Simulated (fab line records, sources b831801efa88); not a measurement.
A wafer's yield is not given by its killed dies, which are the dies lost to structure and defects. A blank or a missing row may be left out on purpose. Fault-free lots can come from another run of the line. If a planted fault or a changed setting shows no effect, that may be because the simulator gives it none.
fab line records -- flow sky130
record: lots: 12, wafers: 36, last-day: 50
route steps=708 shown VIA3@574 CAP2M@604 METAL4@626 PAD_OPEN@708
lots with no fault: from the same line, run without faults
start-h: the number of hours between the record's first day and the start of the first shown wafer of the lot -- wait-h: time in hours since the lot's previous step -- " as in the row above -- L1.1+2: several wafers, shown together as one row -- - no value, or no start given -- * or withheld: withheld -- < > ~ a bound
route shown NAME@n: NAME is a module with steps in the file, n the number in the route of the first one -- usual: mean/standard deviation taken from wafers without a fault -- same: alike in all rows -- chamber/n: place in a boat -- sites: each site's reading -- _std_site: the standard deviation of these -- _edge_site: inner sites' mean taken away from outer sites' mean -- radius-mm: how far each site lies from the wafer's centre -- mask NAME#n: copy n -- behind: the tool/chamber that last shaped the wafer -- hold: cause of the lot's hold/its duration in hours/its outcome -- device: names the non-switching transistor (n, p or np) -- end of line: at the end of the route, the tests of the same wafers -- a step without rows: its recipe alone -- killed: count of dies lost to structure and defects at first sort (not the wafer's yield) -- map: shows each die of a wafer: x if killed, . if not, _ if none is there
set.NAME: the setting as run; set.NAME@STEP: as run at that earlier step -- model.NAME: the simulator's own value behind a step, which no gauge read
steps of the route over a sample of lots; a table a step, a row a wafer
services: when a tool's chamber went out of use (start-h, in hours from the record's first day, below 0 if earlier), for how many hours, and the reason
== steps ==
step: SKY_VIA3_THK_MEAS_01
recipe: reads: SiO2_of_VIA3_HDPCVD_00
usual: VIA3_HDPCVD_THK: 1634/20
lot.wafer,tool,chamber,start-h,wait-h,VIA3_HDPCVD_THK[nm]
L433.2,film-metro-02,-,911.01,0.1,1637
L433.3,film-metro-02,-,911.01,0.1,1636
L433.4,film-metro-02,-,911.01,0.1,1629
L434.2,film-metro-01,-,916.14,0.1,1586
L434.4,film-metro-01,-,916.14,0.1,1623
L434.5,film-metro-01,-,916.14,0.1,1614
L437.2,film-metro-02,-,948.06,0.1,1658
L437.3,film-metro-02,-,948.06,0.1,1659
L437.6,film-metro-02,-,948.06,0.1,1637
L439.2,film-metro-03,-,958.47,0.1,1630
L439.4,film-metro-03,-,958.47,0.1,1641
L439.6,film-metro-03,-,958.47,0.1,1652
L442.1,film-metro-02,-,975.20,0.1,1635
L442.2,film-metro-02,-,975.20,0.1,1656
L442.5,film-metro-02,-,975.20,0.1,1636
L443.1,film-metro-02,-,979.08,0.1,1617
L443.3,film-metro-02,-,979.08,0.1,1616
L443.6,film-metro-02,-,979.08,0.1,1629
L446.3,film-metro-02,-,1005.20,0.1,1609
L446.5,film-metro-02,-,1005.20,0.1,1606
L446.6,film-metro-02,-,1005.20,0.1,1606
L447.2,film-metro-01,-,1006.10,0.1,1633
L447.3,film-metro-01,-,1006.10,0.1,1600
L447.6,film-metro-01,-,1006.10,0.1,1632
L450.2,film-metro-02,-,1028.17,0.1,1650
L450.3,film-metro-02,-,1028.17,0.1,1645
L450.6,film-metro-02,-,1028.17,0.1,1652
L453.2,film-metro-03,-,1053.75,0.1,1660
L453.5,film-metro-03,-,1053.75,0.1,1653
L453.6,film-metro-03,-,1053.75,0.1,1652
L455.3,film-metro-02,-,1055.63,0.1,1653
L455.4,film-metro-02,-,1055.63,0.1,1646
L455.5,film-metro-02,-,1055.63,0.1,1637
L456.1,film-metro-02,-,1057.23,0.1,1614
L456.4,film-metro-02,-,1057.23,0.1,1588
L456.6,film-metro-02,-,1057.23,0.1,1637
step: SKY_VIA3_OVL_MEAS_13
usual: VIA3_OVL: -1/5.1
lot.wafer,tool,chamber,start-h,wait-h,VIA3_OVL[nm]
L433.2,overlay-01,-,936.26,0.1,-1
L433.3,overlay-01,-,936.26,0.1,-2
L433.4,overlay-01,-,936.26,0.1,-6
L434.2,overlay-01,-,941.48,0.1,-2
L434.4,overlay-01,-,941.48,0.1,-10
L434.5,overlay-01,-,941.48,0.1,-10
L437.2,overlay-01,-,973.43,0.1,2
L437.3,overlay-01,-,973.43,0.1,1
L437.6,overlay-01,-,973.43,0.1,8
L439.2,overlay-01,-,983.16,0.1,-2
L439.4,overlay-01,-,983.16,0.1,-2
L439.6,overlay-01,-,983.16,0.1,-2
L442.1,overlay-02,-,999.55,0.1,-4
L442.2,overlay-02,-,999.55,0.1,2
L442.5,overlay-02,-,999.55,0.1,-5
L443.1,overlay-01,-,1003.73,0.1,-4
L443.3,overlay-01,-,1003.73,0.1,4
L443.6,overlay-01,-,1003.73,0.1,-1
L446.3,overlay-01,-,1029.14,0.1,-4
L446.5,overlay-01,-,1029.14,0.1,-5
L446.6,overlay-01,-,1029.14,0.1,1
L447.2,overlay-01,-,1029.83,0.1,4
L447.3,overlay-01,-,1029.83,0.1,-2
L447.6,overlay-01,-,1029.83,0.1,0
L450.2,overlay-01,-,1051.06,0.1,2
L450.3,overlay-01,-,1051.06,0.1,-1
L450.6,overlay-01,-,1051.06,0.1,2
L453.2,overlay-02,-,1076.08,0.1,-4
L453.5,overlay-02,-,1076.08,0.1,0
L453.6,overlay-02,-,1076.08,0.1,-10
L455.3,overlay-02,-,1077.82,0.1,-2
L455.4,overlay-02,-,1077.82,0.1,1
L455.5,overlay-02,-,1077.82,0.1,-7
L456.1,overlay-02,-,1079.28,0.1,-4
L456.4,overlay-02,-,1079.28,0.1,1
L456.6,overlay-02,-,1079.28,0.1,-3
step: SKY_CAP2M_THK_MEAS_01
recipe: reads: SiO2_of_CAP2M_CVD_00
usual: CAP2M_CVD_00_THK: 15.49/0.3
lot.wafer,tool,chamber,start-h,wait-h,CAP2M_CVD_00_THK[nm]
L433.2,film-metro-02,-,938.26,-,15.61
L433.3,film-metro-02,-,938.26,-,15.63
L433.4,film-metro-02,-,938.26,-,15.69
L434.2,film-metro-02,-,945.40,-,15.73
L434.4,film-metro-02,-,945.40,-,15.55
L434.5,film-metro-02,-,945.40,-,16.04
L437.2,film-metro-04,-,975.01,-,15.80
L437.3,film-metro-04,-,975.01,-,15.15
L437.6,film-metro-04,-,975.01,-,16.01
L439.2,film-metro-01,-,984.75,-,15.33
L439.4,film-metro-01,-,984.75,-,15.29
L439.6,film-metro-01,-,984.75,-,15.61
L442.1,film-metro-02,-,1001.12,-,15.46
L442.2,film-metro-02,-,1001.12,-,15.51
L442.5,film-metro-02,-,1001.12,-,15.47
L443.1,film-metro-04,-,1005.43,-,15.40
L443.3,film-metro-04,-,1005.43,-,15.68
L443.6,film-metro-04,-,1005.43,-,15.49
L446.3,film-metro-02,-,1030.76,-,15.48
L446.5,film-metro-02,-,1030.76,-,15.36
L446.6,film-metro-02,-,1030.76,-,15.86
L447.2,film-metro-02,-,1031.44,-,15.10
L447.3,film-metro-02,-,1031.44,-,15.35
L447.6,film-metro-02,-,1031.44,-,15.42
L450.2,film-metro-04,-,1052.67,-,15.34
L450.3,film-metro-04,-,1052.67,-,15.58
L450.6,film-metro-04,-,1052.67,-,15.53
L453.2,film-metro-04,-,1077.70,-,15.10
L453.5,film-metro-04,-,1077.70,-,15.53
L453.6,film-metro-04,-,1077.70,-,16.18
L455.3,film-metro-04,-,1079.39,-,14.77
L455.4,film-metro-04,-,1079.39,-,15.38
L455.5,film-metro-04,-,1079.39,-,15.02
L456.1,film-metro-02,-,1080.89,-,15.50
L456.4,film-metro-02,-,1080.89,-,15.49
L456.6,film-metro-02,-,1080.89,-,15.67
step: SKY_METAL4_EXPOSE_10
recipe: mask-id: MM4, na: 0.68, source-shape: annular, sigma-inner: 0.4, sigma-outer: 0.8, target-cd-nm: 300, dose-mj: 28
usual: exposure-dose-mJ-cm2: 27.995/0.026
same: na: 0.68, sigma-outer: 0.8
lot.wafer,tool,chamber,start-h,wait-h,mask,exposure-dose-mJ-cm2
L433.2,krf-scanner-01,0,975.38,-,MM4#0,27.972
L433.3,krf-scanner-01,0,975.38,-,MM4#0,28.021
L433.4,krf-scanner-01,0,975.38,-,MM4#0,27.986
L434.2,krf-scanner-01,0,983.03,-,MM4#0,27.983
L434.4,krf-scanner-01,0,983.03,-,MM4#0,27.969
L434.5,krf-scanner-01,0,983.03,-,MM4#0,27.962
L437.2,krf-scanner-02,0,1011.57,-,MM4#0,27.976
L437.3,krf-scanner-02,0,1011.57,-,MM4#0,27.990
L437.6,krf-scanner-02,0,1011.57,-,MM4#0,27.972
L439.2,krf-scanner-01,0,1019.88,-,MM4#0,28.070
L439.4,krf-scanner-01,0,1019.88,-,MM4#0,28.018
L439.6,krf-scanner-01,0,1019.88,-,MM4#0,28.021
L442.1,krf-scanner-02,0,1036.03,-,MM4#0,28.017
L442.2,krf-scanner-02,0,1036.03,-,MM4#0,27.957
L442.5,krf-scanner-02,0,1036.03,-,MM4#0,27.959
L443.1,krf-scanner-01,0,1040.19,-,MM4#0,28.010
L443.3,krf-scanner-01,0,1040.19,-,MM4#0,27.963
L443.6,krf-scanner-01,0,1040.19,-,MM4#0,27.944
L446.3,krf-scanner-01,0,1064.17,-,MM4#0,28.028
L446.5,krf-scanner-01,0,1064.17,-,MM4#0,28.014
L446.6,krf-scanner-01,0,1064.17,-,MM4#0,28.059
L447.2,krf-scanner-01,0,1064.38,-,MM4#0,28.026
L447.3,krf-scanner-01,0,1064.38,-,MM4#0,27.999
L447.6,krf-scanner-01,0,1064.38,-,MM4#0,27.974
L450.2,krf-scanner-02,0,1084.87,-,MM4#0,30.087
L450.3,krf-scanner-02,0,1084.87,-,MM4#0,30.041
L450.6,krf-scanner-02,0,1084.87,-,MM4#0,30.074
L453.2,krf-scanner-02,0,1108.66,-,MM4#0,29.629
L453.5,krf-scanner-02,0,1108.66,-,MM4#0,29.678
L453.6,krf-scanner-02,0,1108.66,-,MM4#0,29.620
L455.3,krf-scanner-01,0,1111.79,-,MM4#0,27.991
L455.4,krf-scanner-01,0,1111.79,-,MM4#0,27.995
L455.5,krf-scanner-01,0,1111.79,-,MM4#0,28.014
L456.1,krf-scanner-01,0,1111.99,-,MM4#0,27.992
L456.4,krf-scanner-01,0,1111.99,-,MM4#0,28.002
L456.6,krf-scanner-01,0,1111.99,-,MM4#0,28.006
step: SKY_METAL4_CD_MEAS_13
recipe: target-cd-nm: 300
usual: cd-nm: 299.6/1.4
lot.wafer,tool,chamber,start-h,wait-h,cd-nm
L433.2,cd-sem-02,-,986.95,-,300.8
L433.3,cd-sem-02,-,986.95,-,302.3
L433.4,cd-sem-02,-,986.95,-,301.4
L434.2,cd-sem-01,-,994.74,-,298.7
L434.4,cd-sem-01,-,994.74,-,299.3
L434.5,cd-sem-01,-,994.74,-,299.1
L437.2,cd-sem-02,-,1022.69,-,301.4
L437.3,cd-sem-02,-,1022.69,-,301.5
L437.6,cd-sem-02,-,1022.69,-,302.1
L439.2,cd-sem-02,-,1031.39,-,296.3
L439.4,cd-sem-02,-,1031.39,-,297.9
L439.6,cd-sem-02,-,1031.39,-,297.3
L442.1,cd-sem-01,-,1048.02,-,299.7
L442.2,cd-sem-01,-,1048.02,-,300.2
L442.5,cd-sem-01,-,1048.02,-,298.1
L443.1,cd-sem-01,-,1051.66,-,297.8
L443.3,cd-sem-01,-,1051.66,-,297.9
L443.6,cd-sem-01,-,1051.66,-,298.9
L446.3,cd-sem-02,-,1075.27,-,300.4
L446.5,cd-sem-02,-,1075.27,-,301.4
L446.6,cd-sem-02,-,1075.27,-,301.6
L447.2,cd-sem-01,-,1075.94,-,299.1
L447.3,cd-sem-01,-,1075.94,-,298.4
L447.6,cd-sem-01,-,1075.94,-,300.6
L450.2,cd-sem-02,-,1095.00,-,286.6
L450.3,cd-sem-02,-,1095.00,-,288.0
L450.6,cd-sem-02,-,1095.00,-,286.9
L453.2,cd-sem-02,-,1118.90,-,289.2
L453.5,cd-sem-02,-,1118.90,-,289.2
L453.6,cd-sem-02,-,1118.90,-,288.5
L455.3,cd-sem-01,-,1121.97,-,297.4
L455.4,cd-sem-01,-,1121.97,-,297.9
L455.5,cd-sem-01,-,1121.97,-,298.7
L456.1,cd-sem-01,-,1122.28,-,302.2
L456.4,cd-sem-01,-,1122.28,-,299.4
L456.6,cd-sem-01,-,1122.28,-,299.8
step: SKY_PAD_OPEN_PROBE_99
usual: defect-limited-yield: 82.2/2, killed_at_M0_to_M3: 45/7.2, killed_at_M4_up: 3.0/1.8, killed-at-contacts: 25/6.1, killed-at-front-end: 14/4.4, killed-at-other: 0.2/0.44, killed-dies: 88/10, killed-on-rim: 17/3.5, killed-open: 48/7.4, killed-short: 40/6.3, sort_bin_3_pad_short: 0.9/0.41, sort_bin_5_function: 10.6/1.5, sort_bin_6_memory: 6.4/1.2, sort-n-pass: 404/10, sort-yield-pct: 82.2/2
same: gross-dies: 492, killed-at-back-side: 0, sort_bin_4_leakage[%]: 0, sort_bin_8_speed[%]: 0
lot.wafer,tool,chamber,start-h,wait-h,defect-limited-yield[%],killed_at_M0_to_M3,killed_at_M4_up,killed-at-contacts,killed-at-front-end,killed-at-other,killed-dies,killed-on-rim,killed-open,killed-short,sort_bin_3_pad_short[%],sort_bin_5_function[%],sort_bin_6_memory[%],sort-n-pass,sort-yield-pct[%]
L433.2,prober-02,-,1083.19,0.1,80.3,36,3,35,23,0,97,20,47,50,1.0,10.2,8.5,395,80.3
L433.3,prober-02,-,1083.24,0.2,83.7,33,3,28,16,0,80,16,43,37,0.8,8.7,6.7,412,83.7
L433.4,prober-02,-,1083.29,0.2,79.7,58,3,19,19,1,100,23,56,44,1.4,11.8,7.1,392,79.7
L434.2,prober-01,-,1088.37,0.1,84.1,33,7,25,12,1,78,18,46,32,0.4,9.6,5.9,414,84.1
L434.4,prober-01,-,1088.47,0.2,78.9,54,5,29,16,0,104,23,61,43,0.8,14.2,6.1,388,78.9
L434.5,prober-01,-,1088.52,0.2,80.5,53,4,20,19,0,96,12,54,42,0.4,11.0,8.1,396,80.5
L437.2,prober-02,-,1114.71,0.1,78.0,63,3,33,9,0,108,19,49,59,2.4,13.0,6.5,384,78.0
L437.3,prober-02,-,1114.76,0.2,80.3,57,3,24,13,0,97,17,58,39,1.2,9.3,9.1,395,80.3
L437.6,prober-02,-,1114.91,0.2,83.1,44,3,21,15,0,83,17,38,45,1.2,9.6,6.1,409,83.1
L439.2,prober-01,-,1123.30,0.1,80.3,53,5,26,13,0,97,15,50,47,0.8,13.6,5.3,395,80.3
L439.4,prober-01,-,1123.40,0.2,81.9,43,4,31,11,0,89,15,47,42,0.8,10.8,6.5,403,81.9
L439.6,prober-01,-,1123.50,0.2,82.5,46,2,32,6,0,86,15,50,36,0.4,10.4,6.7,406,82.5
L442.1,prober-01,-,1137.28,0.1,80.1,51,1,27,18,1,98,15,48,50,0.6,12.6,6.7,394,80.1
L442.2,prober-01,-,1137.33,0.1,81.1,55,1,26,11,0,93,23,55,38,1.6,12.0,5.3,399,81.1
L442.5,prober-01,-,1137.48,0.2,79.3,51,2,25,24,0,102,23,61,41,0.6,12.0,8.1,390,79.3
L443.1,prober-02,-,1140.58,0.1,77.8,47,4,30,27,1,109,20,59,50,0.8,12.6,8.7,383,77.8
L443.3,prober-02,-,1140.68,0.2,83.5,42,4,25,10,0,81,12,38,43,0.6,11.2,4.7,411,83.5
L443.6,prober-02,-,1140.83,0.2,77.6,59,3,29,19,0,110,19,63,47,1.2,12.0,9.1,382,77.6
L446.3,prober-01,-,1160.33,0.2,83.5,40,2,18,21,0,81,18,40,41,1.0,11.4,4.1,411,83.5
L446.5,prober-01,-,1160.43,0.2,80.9,46,3,32,13,0,94,12,50,44,0.4,11.4,7.3,398,80.9
L446.6,prober-01,-,1160.48,0.2,83.9,43,3,24,8,1,79,19,44,35,0.4,9.6,6.1,413,83.9
L447.2,prober-02,-,1160.95,0.1,81.3,47,2,28,14,1,92,12,54,38,0.2,12.0,6.5,400,81.3
L447.3,prober-02,-,1161.00,0.2,85.4,42,0,14,15,1,72,13,37,35,0.8,8.1,5.7,420,85.4
L447.6,prober-02,-,1161.15,0.2,81.3,52,3,30,7,0,92,18,56,36,1.4,9.8,7.5,400,81.3
L450.2,prober-02,-,1176.98,0.1,82.5,44,2,20,20,0,86,23,57,29,0.6,10.2,6.7,406,82.5
L450.3,prober-02,-,1177.03,0.2,83.9,42,4,19,14,0,79,17,47,32,1.2,10.6,4.3,413,83.9
L450.6,prober-02,-,1177.18,0.2,85.6,41,3,18,9,0,71,10,39,32,0.4,8.7,5.3,421,85.6
L453.2,prober-02,-,1195.64,0.1,82.3,44,4,25,14,0,87,18,51,36,1.2,9.1,7.3,405,82.3
L453.5,prober-02,-,1195.79,0.2,81.9,44,6,28,10,1,89,12,56,33,0.8,11.8,5.5,403,81.9
L453.6,prober-02,-,1195.84,0.2,84.8,37,1,19,18,0,75,12,39,36,1.2,8.5,5.5,417,84.8
L455.3,prober-01,-,1197.66,0.2,81.5,46,1,26,18,0,91,26,59,32,0.6,10.6,7.3,401,81.5
L455.4,prober-01,-,1197.71,0.2,81.1,35,4,40,14,0,93,18,54,39,1.0,11.6,6.3,399,81.1
L455.5,prober-01,-,1197.76,0.2,83.5,40,2,29,9,1,81,13,35,46,1.0,7.9,7.5,411,83.5
L456.1,prober-02,-,1198.47,0.1,82.5,46,1,23,16,0,86,15,41,45,0.8,10.6,6.1,406,82.5
L456.4,prober-02,-,1198.62,0.2,81.7,44,3,27,16,0,90,9,52,38,1.0,11.4,5.9,402,81.7
L456.6,prober-02,-,1198.72,0.2,81.1,48,3,31,11,0,93,17,48,45,1.4,10.0,7.5,399,81.1
killed by level:class
L433.2 LI_CONTACT:geometric-particle:open=9 CONTACT:geometric-particle:open=9 VIA1:geometric-particle:open=8 FIELD_ISO:geometric-particle:short=7 LOCAL_INTERCONNECT:geometric-particle:short=7 VIA3:geometric-particle:open=6 CONTACT:geometric-particle:short=6 METAL2:geometric-particle:short=6
L433.3 VIA1:geometric-particle:open=10 METAL1:geometric-particle:short=9 CONTACT:geometric-particle:short=8 CONTACT:geometric-particle:open=7 POLY_GATE:geometric-particle:open=6 LI_CONTACT:geometric-particle:open=5 LOCAL_INTERCONNECT:geometric-particle:short=4 FIELD_ISO:geometric-particle:open=3
L433.4 VIA1:geometric-particle:open=14 CONTACT:geometric-particle:open=12 VIA3:geometric-particle:open=8 VIA1:geometric-particle:short=7 VIA3:geometric-particle:short=6 FIELD_ISO:geometric-particle:short=4 FIELD_ISO:geometric-particle:open=4 METAL2:geometric-particle:open=4
L434.2 VIA1:geometric-particle:open=10 CONTACT:geometric-particle:open=8 LOCAL_INTERCONNECT:geometric-particle:short=7 LI_CONTACT:geometric-particle:open=6 METAL2:geometric-particle:short=5 VIA2:geometric-particle:open=4 METAL1:geometric-particle:short=4 METAL4:geometric-particle:short=4
L434.4 VIA1:geometric-particle:open=13 VIA3:geometric-particle:open=9 FIELD_ISO:geometric-particle:short=8 CONTACT:geometric-particle:open=8 LI_CONTACT:geometric-particle:open=8 METAL1:geometric-particle:short=8 VIA2:geometric-particle:open=6 CONTACT:geometric-particle:short=5
L434.5 VIA1:geometric-particle:open=13 VIA3:geometric-particle:open=12 CONTACT:geometric-particle:open=8 FIELD_ISO:geometric-particle:open=7 METAL1:geometric-particle:short=6 VIA1:geometric-particle:short=5 LOCAL_INTERCONNECT:geometric-particle:short=5 METAL2:geometric-particle:short=5
L437.2 CONTACT:geometric-particle:open=11 VIA1:geometric-particle:open=10 METAL2:geometric-particle:short=10 VIA2:geometric-particle:short=10 CONTACT:geometric-particle:short=8 VIA3:geometric-particle:open=8 LI_CONTACT:geometric-particle:open=6 METAL1:geometric-particle:short=6
L437.3 VIA3:geometric-particle:open=13 VIA2:geometric-particle:open=11 LI_CONTACT:geometric-particle:open=10 VIA1:geometric-particle:open=8 METAL2:geometric-particle:short=6 LOCAL_INTERCONNECT:geometric-particle:short=5 CONTACT:geometric-particle:open=5 METAL1:geometric-particle:short=4
L437.6 VIA1:geometric-particle:open=14 METAL2:geometric-particle:short=8 CONTACT:geometric-particle:open=6 METAL1:geometric-particle:short=6 LOCAL_INTERCONNECT:geometric-particle:short=5 SPACER:geometric-particle:short=4 SPACER:geometric-particle:open=4 CONTACT:geometric-particle:short=4
L439.2 CONTACT:geometric-particle:open=10 VIA1:geometric-particle:open=9 VIA3:geometric-particle:open=9 VIA1:geometric-particle:short=7 METAL2:geometric-particle:short=7 VIA2:geometric-particle:open=6 CONTACT:geometric-particle:short=6 VIA2:geometric-particle:short=5
L439.4 VIA1:geometric-particle:open=12 LI_CONTACT:geometric-particle:open=9 CONTACT:geometric-particle:open=8 CONTACT:geometric-particle:short=8 VIA2:geometric-particle:open=7 LI_CONTACT:geometric-particle:short=6 METAL2:geometric-particle:short=5 VIA3:geometric-particle:open=5
L439.6 LI_CONTACT:geometric-particle:open=13 CONTACT:geometric-particle:open=10 VIA1:geometric-particle:open=8 VIA2:geometric-particle:open=7 LOCAL_INTERCONNECT:geometric-particle:short=6 METAL1:geometric-particle:short=5 VIA1:geometric-particle:short=5 VIA3:geometric-particle:open=5
L442.1 CONTACT:geometric-particle:open=9 METAL1:geometric-particle:short=9 VIA1:geometric-particle:short=9 VIA2:geometric-particle:open=7 FIELD_ISO:geometric-particle:open=6 VIA1:geometric-particle:open=6 LI_CONTACT:geometric-particle:open=6 LOCAL_INTERCONNECT:geometric-particle:short=6
L442.2 CONTACT:geometric-particle:open=13 VIA1:geometric-particle:open=11 VIA1:geometric-particle:short=10 VIA3:geometric-particle:open=10 LI_CONTACT:geometric-particle:open=5 METAL2:geometric-particle:short=5 VIA2:geometric-particle:open=5 METAL3:geometric-particle:short=5
L442.5 VIA1:geometric-particle:open=18 CONTACT:geometric-particle:open=8 VIA2:geometric-particle:open=8 POLY_GATE:geometric-particle:open=6 CONTACT:geometric-particle:short=6 FIELD_ISO:geometric-particle:open=5 POLY_GATE:geometric-particle:short=5 VIA1:geometric-particle:short=5
L443.1 CONTACT:geometric-particle:open=15 VIA1:geometric-particle:open=13 POLY_GATE:geometric-particle:short=8 VIA1:geometric-particle:short=8 POLY_GATE:geometric-particle:open=6 LI_CONTACT:geometric-particle:open=6 FIELD_ISO:geometric-particle:short=5 CONTACT:geometric-particle:short=5
L443.3 CONTACT:geometric-particle:open=9 VIA1:geometric-particle:open=9 VIA3:geometric-particle:open=8 CONTACT:geometric-particle:short=7 LI_CONTACT:geometric-particle:short=7 METAL2:geometric-particle:short=7 VIA1:geometric-particle:short=4 VIA2:geometric-particle:open=4
L443.6 VIA3:geometric-particle:open=15 VIA1:geometric-particle:open=11 CONTACT:geometric-particle:short=9 LI_CONTACT:geometric-particle:open=8 CONTACT:geometric-particle:open=8 VIA2:geometric-particle:open=7 FIELD_ISO:geometric-particle:open=6 POLY_GATE:geometric-particle:short=5
L446.3 METAL1:geometric-particle:short=11 VIA1:geometric-particle:open=10 FIELD_ISO:geometric-particle:open=9 CONTACT:geometric-particle:open=7 VIA3:geometric-particle:open=7 FIELD_ISO:geometric-particle:short=5 CONTACT:geometric-particle:short=5 LI_CONTACT:geometric-particle:short=4
L446.5 CONTACT:geometric-particle:open=13 VIA1:geometric-particle:open=10 VIA3:geometric-particle:open=8 LI_CONTACT:geometric-particle:open=6 CONTACT:geometric-particle:short=6 VIA2:geometric-particle:open=6 LOCAL_INTERCONNECT:geometric-particle:short=5 METAL2:geometric-particle:short=5
L446.6 VIA2:geometric-particle:open=10 VIA1:geometric-particle:open=9 CONTACT:geometric-particle:open=8 LI_CONTACT:geometric-particle:open=5 LOCAL_INTERCONNECT:geometric-particle:short=5 VIA1:geometric-particle:short=5 VIA3:geometric-particle:open=5 FIELD_ISO:geometric-particle:open=4
L447.2 CONTACT:geometric-particle:open=11 VIA1:geometric-particle:open=10 VIA2:geometric-particle:open=10 VIA1:geometric-particle:short=8 CONTACT:geometric-particle:short=7 LI_CONTACT:geometric-particle:open=5 VIA3:geometric-particle:open=5 SPACER:geometric-particle:open=4
L447.3 VIA1:geometric-particle:open=10 VIA3:geometric-particle:open=7 LI_CONTACT:geometric-particle:open=5 VIA1:geometric-particle:short=5 FIELD_ISO:geometric-particle:short=4 FIELD_ISO:geometric-particle:open=4 POLY_GATE:geometric-particle:short=4 LOCAL_INTERCONNECT:geometric-particle:short=4
L447.6 VIA1:geometric-particle:open=16 CONTACT:geometric-particle:open=11 METAL2:geometric-particle:short=7 VIA3:geometric-particle:open=7 CONTACT:geometric-particle:short=6 LI_CONTACT:geometric-particle:open=6 VIA3:geometric-particle:short=5 FIELD_ISO:geometric-particle:open=4
L450.2 VIA2:geometric-particle:open=10 FIELD_ISO:geometric-particle:short=9 CONTACT:geometric-particle:open=9 VIA1:geometric-particle:open=9 VIA3:geometric-particle:open=9 FIELD_ISO:geometric-particle:open=7 LI_CONTACT:geometric-particle:open=6 METAL1:geometric-particle:open=3
L450.3 FIELD_ISO:geometric-particle:short=8 VIA3:geometric-particle:open=8 VIA1:geometric-particle:open=8 VIA2:geometric-particle:open=6 METAL3:geometric-particle:short=5 LI_CONTACT:geometric-particle:open=5 CONTACT:geometric-particle:open=5 METAL1:geometric-particle:short=4
L450.6 VIA1:geometric-particle:open=12 LI_CONTACT:geometric-particle:open=8 METAL2:geometric-particle:short=6 FIELD_ISO:geometric-particle:open=4 METAL3:geometric-particle:short=4 METAL1:geometric-particle:short=3 CONTACT:geometric-particle:short=3 CONTACT:geometric-particle:open=3
L453.2 VIA3:geometric-particle:open=12 VIA1:geometric-particle:open=12 CONTACT:geometric-particle:open=9 LOCAL_INTERCONNECT:geometric-particle:short=5 CONTACT:geometric-particle:short=5 FIELD_ISO:geometric-particle:open=4 POLY_GATE:geometric-particle:open=4 VIA1:geometric-particle:short=4
L453.5 CONTACT:geometric-particle:open=15 VIA1:geometric-particle:open=13 VIA3:geometric-particle:open=9 METAL2:geometric-particle:short=7 METAL4:geometric-particle:short=5 LOCAL_INTERCONNECT:geometric-particle:short=5 LI_CONTACT:geometric-particle:open=4 VIA2:geometric-particle:open=4
L453.6 VIA1:geometric-particle:short=7 VIA1:geometric-particle:open=7 FIELD_ISO:geometric-particle:open=6 VIA3:geometric-particle:open=6 CONTACT:geometric-particle:open=6 CONTACT:geometric-particle:short=5 LI_CONTACT:geometric-particle:open=4 METAL2:geometric-particle:short=4
L455.3 VIA1:geometric-particle:open=15 LI_CONTACT:geometric-particle:open=9 CONTACT:geometric-particle:open=9 FIELD_ISO:geometric-particle:open=7 METAL2:geometric-particle:short=5 POLY_GATE:geometric-particle:short=4 LOCAL_INTERCONNECT:geometric-particle:short=4 CONTACT:geometric-particle:short=4
L455.4 CONTACT:geometric-particle:open=16 VIA1:geometric-particle:open=9 LOCAL_INTERCONNECT:geometric-particle:short=8 LI_CONTACT:geometric-particle:open=7 CONTACT:geometric-particle:short=6 VIA3:geometric-particle:open=6 FIELD_ISO:geometric-particle:short=5 VIA1:geometric-particle:short=5
L455.5 CONTACT:geometric-particle:open=8 VIA1:geometric-particle:open=8 VIA1:geometric-particle:short=7 LI_CONTACT:geometric-particle:open=6 LOCAL_INTERCONNECT:geometric-particle:short=6 CONTACT:geometric-particle:short=6 METAL3:geometric-particle:short=5 VIA3:geometric-particle:open=5
L456.1 VIA1:geometric-particle:open=12 VIA1:geometric-particle:short=10 CONTACT:geometric-particle:open=6 LI_CONTACT:geometric-particle:open=5 CONTACT:geometric-particle:short=5 METAL1:geometric-particle:short=5 FIELD_ISO:geometric-particle:open=4 POLY_GATE:geometric-particle:short=4
L456.4 CONTACT:geometric-particle:open=12 VIA1:geometric-particle:open=11 VIA3:geometric-particle:open=9 FIELD_ISO:geometric-particle:short=6 LI_CONTACT:geometric-particle:open=6 CONTACT:geometric-particle:short=6 VIA1:geometric-particle:short=6 METAL1:geometric-particle:short=4
L456.6 CONTACT:geometric-particle:open=13 VIA1:geometric-particle:open=9 VIA1:geometric-particle:short=8 METAL2:geometric-particle:short=8 LI_CONTACT:geometric-particle:open=7 VIA2:geometric-particle:open=7 CONTACT:geometric-particle:short=6 FIELD_ISO:geometric-particle:short=4
== services ==
tool,chamber,start-h,hours,kind
krf-scanner-02,-,963.77,1.0,pm
krf-scanner-02,-,994.60,0.8,pm
krf-scanner-01,-,1004.55,1.1,repair
krf-scanner-01,-,1020.33,0.8,pm
krf-scanner-02,-,1034.29,1.3,pm
krf-scanner-01,-,1042.28,11.6,pm
krf-scanner-01,-,1053.83,1.3,pm
krf-scanner-02,-,1059.70,0.5,repair
krf-scanner-02,-,1062.91,5.5,repair
krf-scanner-01,-,1074.20,1.0,pm
krf-scanner-02,-,1077.15,4.0,pm
krf-scanner-02,-,1087.46,19.5,repair
krf-scanner-02,-,1110.91,1.1,repair
== key ==
first-sign: step: SKY_METAL4_EXPOSE_10, reading: exposure-dose-mJ-cm2, direction: up, sigmas: 72, usual: *, struck: *
effect: step: SKY_METAL4_CD_MEAS_13, reading: cd-nm, direction: down, sigmas: 8.6, usual: 299.6, struck: 288.1, through: control-loop
met-at SKY_METAL4_EXPOSE_10
struck-lots L450,L453
loop-trim: step: SKY_METAL4_EXPOSE_10, setting: dose, lots: L453
not-acting-at SKY_VIA3_THK_MEAS_01,SKY_VIA3_OVL_MEAS_13,SKY_CAP2M_THK_MEAS_01
onset-between 1036.03 1084.87
fault: kind: process-parameter-drift, tool: krf-scanner-02, chamber: -, onset-h: 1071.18, steps: SKY_METAL4_EXPOSE_10, channel: dose-mj, offset: 2.0742, shape: step, acts-in: these-recipes-only, stated: 28
loop-trim: a control loop set the setting to another value than it would have without faults
